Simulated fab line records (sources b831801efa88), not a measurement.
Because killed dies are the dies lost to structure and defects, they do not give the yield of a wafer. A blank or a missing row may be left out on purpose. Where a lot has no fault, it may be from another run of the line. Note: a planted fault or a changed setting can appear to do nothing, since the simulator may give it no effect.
Chamber matching :: flow gf180mcu :: 3 sister chambers for GF_SAB_CVD_00 on pecvd-01
The step deposits SiO2 from TEOS, target thk 50 nm, time 4.9302 s. 3 wafers are shown with their chamber, then 7 later ones without.

WAFERS, EACH WITH ITS CHAMBER
wafer: L486.4
chamber: 1
heaterPowerW (W): 510

wafer: L486.6
chamber: 2
heaterPowerW (W): 715

wafer: L487.4
chamber: 0
heaterPowerW (W): 602

WAFERS WITH NO CHAMBER GIVEN
wafer: L487.6
heaterPowerW (W): 715

wafer: L488.4
heaterPowerW (W): 685

wafer: L488.5
heaterPowerW (W): 610

wafer: L488.6
heaterPowerW (W): 561

wafer: L491.1
heaterPowerW (W): 530

wafer: L491.4
heaterPowerW (W): 523

wafer: L491.5
heaterPowerW (W): 520

THE CHAMBER EACH PASSED THROUGH
wafer: L487.6
from the rows above: 2
in truth: 2

wafer: L488.4
from the rows above: 2
in truth: 2

wafer: L488.5
from the rows above: 0
in truth: 0

wafer: L488.6
from the rows above: can't be placed: 0 or 1
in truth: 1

wafer: L491.1
from the rows above: 1
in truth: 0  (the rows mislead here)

wafer: L491.4
from the rows above: 1
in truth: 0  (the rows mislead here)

wafer: L491.5
from the rows above: 1
in truth: 1
Correct placement for 4 of the 7. Unplaceable from these rows: 1, with the true chamber sitting among the candidates in 1. 2 placed wrongly.
How it was worked out, from the rows above alone: a wafer's distance from a chamber is the root of the sum, over the readings, of the square of ((its reading less the chamber's mean) divided by the reading's scatter). If the next closest chamber is less than 2 further off than the closest, the wafer can't be placed; otherwise it belongs to the closest. For every chamber, the mean is computed from those of its wafers that are shown. The scatter (one wafer shown for each chamber): square how far every hidden wafer sits from the nearest shown wafer, average those squares and take the square root.
